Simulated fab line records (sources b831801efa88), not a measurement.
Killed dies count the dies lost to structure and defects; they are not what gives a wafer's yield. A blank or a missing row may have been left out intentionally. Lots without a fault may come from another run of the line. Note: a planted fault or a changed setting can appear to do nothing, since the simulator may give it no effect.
Split-lot trial / flow sky130 / on a route of 708 steps: 5 lots, 23 wafers read

THE SPLIT ITSELF
At SKY_LI_CONTACT_CVD_21 (deposits W, target thk 400 nm, time 120.56 s), the setting temp c was moved away from the recipe's 400 C on 6 of the 23 wafers read, by -1.1% to -1.0%. This setting was run at the recipe's value on the other wafers.

FROM THE SPLIT TO THE READING: what the file shows between them, 1 step
- SKY_LI_CONTACT_RS_MEAS_22: measures by four-point-probe

THE READING
LI_CONTACT_W_THK, in nm, at SKY_LI_CONTACT_THK_MEAS_23 (measures by xrf). Fault-free wafers of this fab line usually give 397 nm, standard deviation 6.1 nm.

wafer=L076.2; tool, chamber at the split=cvd w-02, 0; temp c as run, C=395.6; against the recipe=-1.1%; LI_CONTACT_W_THK, nm=363; against lot-mates on the recipe=-29
wafer=L076.3; tool, chamber at the split=cvd w-02, 0; temp c as run, C=395.6; against the recipe=-1.1%; LI_CONTACT_W_THK, nm=359; against lot-mates on the recipe=-33
wafer=L076.4; tool, chamber at the split=cvd w-02, 1; temp c as run, C=400; against the recipe=recipe; LI_CONTACT_W_THK, nm=389; against lot-mates on the recipe=-
wafer=L076.5; tool, chamber at the split=cvd w-02, 0; temp c as run, C=400; against the recipe=recipe; LI_CONTACT_W_THK, nm=395; against lot-mates on the recipe=-
wafer=L076.6; tool, chamber at the split=cvd w-02, 1; temp c as run, C=400; against the recipe=recipe; LI_CONTACT_W_THK, nm=393; against lot-mates on the recipe=-
wafer=L075.1; tool, chamber at the split=cvd w-01, 1; temp c as run, C=395.9; against the recipe=-1.0%; LI_CONTACT_W_THK, nm=379; against lot-mates on the recipe=-29
wafer=L075.2; tool, chamber at the split=cvd w-01, 0; temp c as run, C=400; against the recipe=recipe; LI_CONTACT_W_THK, nm=412; against lot-mates on the recipe=-
wafer=L075.3; tool, chamber at the split=cvd w-01, 1; temp c as run, C=400; against the recipe=recipe; LI_CONTACT_W_THK, nm=408; against lot-mates on the recipe=-
wafer=L075.5; tool, chamber at the split=cvd w-01, 1; temp c as run, C=400; against the recipe=recipe; LI_CONTACT_W_THK, nm=404; against lot-mates on the recipe=-
wafer=L075.6; tool, chamber at the split=cvd w-01, 0; temp c as run, C=395.9; against the recipe=-1.0%; LI_CONTACT_W_THK, nm=374; against lot-mates on the recipe=-34
wafer=L079.3; tool, chamber at the split=cvd w-01, 0; temp c as run, C=400; against the recipe=recipe; LI_CONTACT_W_THK, nm=391; against lot-mates on the recipe=-
wafer=L079.5; tool, chamber at the split=cvd w-01, 0; temp c as run, C=400; against the recipe=recipe; LI_CONTACT_W_THK, nm=393; against lot-mates on the recipe=-
wafer=L079.6; tool, chamber at the split=cvd w-01, 1; temp c as run, C=400; against the recipe=recipe; LI_CONTACT_W_THK, nm=397; against lot-mates on the recipe=-
wafer=L082.1; tool, chamber at the split=cvd w-02, 1; temp c as run, C=400; against the recipe=recipe; LI_CONTACT_W_THK, nm=390; against lot-mates on the recipe=-
wafer=L082.2; tool, chamber at the split=cvd w-02, 0; temp c as run, C=400; against the recipe=recipe; LI_CONTACT_W_THK, nm=394; against lot-mates on the recipe=-
wafer=L082.3; tool, chamber at the split=cvd w-02, 1; temp c as run, C=400; against the recipe=recipe; LI_CONTACT_W_THK, nm=389; against lot-mates on the recipe=-
wafer=L082.4; tool, chamber at the split=cvd w-02, 0; temp c as run, C=400; against the recipe=recipe; LI_CONTACT_W_THK, nm=390; against lot-mates on the recipe=-
wafer=L082.5; tool, chamber at the split=cvd w-02, 1; temp c as run, C=400; against the recipe=recipe; LI_CONTACT_W_THK, nm=388; against lot-mates on the recipe=-
wafer=L084.1; tool, chamber at the split=cvd w-01, 1; temp c as run, C=400; against the recipe=recipe; LI_CONTACT_W_THK, nm=397; against lot-mates on the recipe=-
wafer=L084.2; tool, chamber at the split=cvd w-01, 0; temp c as run, C=395.8; against the recipe=-1.0%; LI_CONTACT_W_THK, nm=373; against lot-mates on the recipe=-26
wafer=L084.4; tool, chamber at the split=cvd w-01, 1; temp c as run, C=395.8; against the recipe=-1.0%; LI_CONTACT_W_THK, nm=366; against lot-mates on the recipe=-33
wafer=L084.5; tool, chamber at the split=cvd w-01, 1; temp c as run, C=400; against the recipe=recipe; LI_CONTACT_W_THK, nm=398; against lot-mates on the recipe=-
wafer=L084.6; tool, chamber at the split=cvd w-01, 0; temp c as run, C=400; against the recipe=recipe; LI_CONTACT_W_THK, nm=403; against lot-mates on the recipe=-

THE FIT
A straight line over all 23 wafers: LI_CONTACT_W_THK changes by +25.7 nm for each +1% of temp c; r = +0.87; the points scatter about the line by 7 nm.
The same after taking each lot's own level away (the mean of its wafers on the recipe; 23 wafers): +29.2 nm for each +1%; r = +0.98; scatter 2.8 nm.
Per that fit: largest temp c move, reading shift of 32 nm.
The lots' own levels span 390.2 to 408.0 nm, that is 2.9 times the standard deviation above.
So the slope is not independent of the lot-to-lot level: the two fits are not the same.
Check: -32.7 nm against its lot-mates is what the line predicts for one of the wafers moved furthest among these (-1.1%) when that wafer is left out of the fit. Against them it came out at -29.3 nm.

OTHER SPLITS ON THESE WAFERS
Note: prior to the reading, these wafers also went through further splits. Each is held against what the fit with the lots' levels taken away leaves over:
other split on the same wafers=SKY_SPACER_CVD_00 pressure mtorr; wafers away from the commonest value=15; r with LI_CONTACT_W_THK (lot level and that fit taken away)=+0.01
other split on the same wafers=SKY_SD_P_DEVELOP_06 dev temp c; wafers away from the commonest value=10; r with LI_CONTACT_W_THK (lot level and that fit taken away)=+0.29
other split on the same wafers=SKY_SD_N_DEVELOP_06 dev temp c; wafers away from the commonest value=9; r with LI_CONTACT_W_THK (lot level and that fit taken away)=-0.13
other split on the same wafers=SKY_SD_N_IMPLANT_09 energy kev; wafers away from the commonest value=8; r with LI_CONTACT_W_THK (lot level and that fit taken away)=-0.09
other split on the same wafers=SKY_LI_CONTACT_HDPCVD_00 time s; wafers away from the commonest value=7; r with LI_CONTACT_W_THK (lot level and that fit taken away)=+0.35

THE WHOLE CHAIN: every reading that the file lists as answering this split, in the file's order
step=SKY_LI_CONTACT_CVD_21; what it does=deposits W, target thk 400 nm, time 120.56 s; reading=W_of_LI_CONTACT_CVD_21.thk nm (the simulator's own value, which no gauge read); change (the file's fit)=+30 nm for each +1% of the setting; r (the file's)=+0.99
step=SKY_LI_CONTACT_RS_MEAS_22; what it does=measures by four-point-probe; reading=LI_CONTACT_W_RS; change (the file's fit)=-0.0231 for each +1% of the setting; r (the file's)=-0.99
step=SKY_LI_CONTACT_THK_MEAS_23; what it does=measures by xrf; reading=LI_CONTACT_W_THK; change (the file's fit)=+29.2 for each +1% of the setting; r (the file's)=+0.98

FILE'S OWN FIT
LI_CONTACT_W_THK changes by +29.2 nm for each +1% of temp c, r = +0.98.
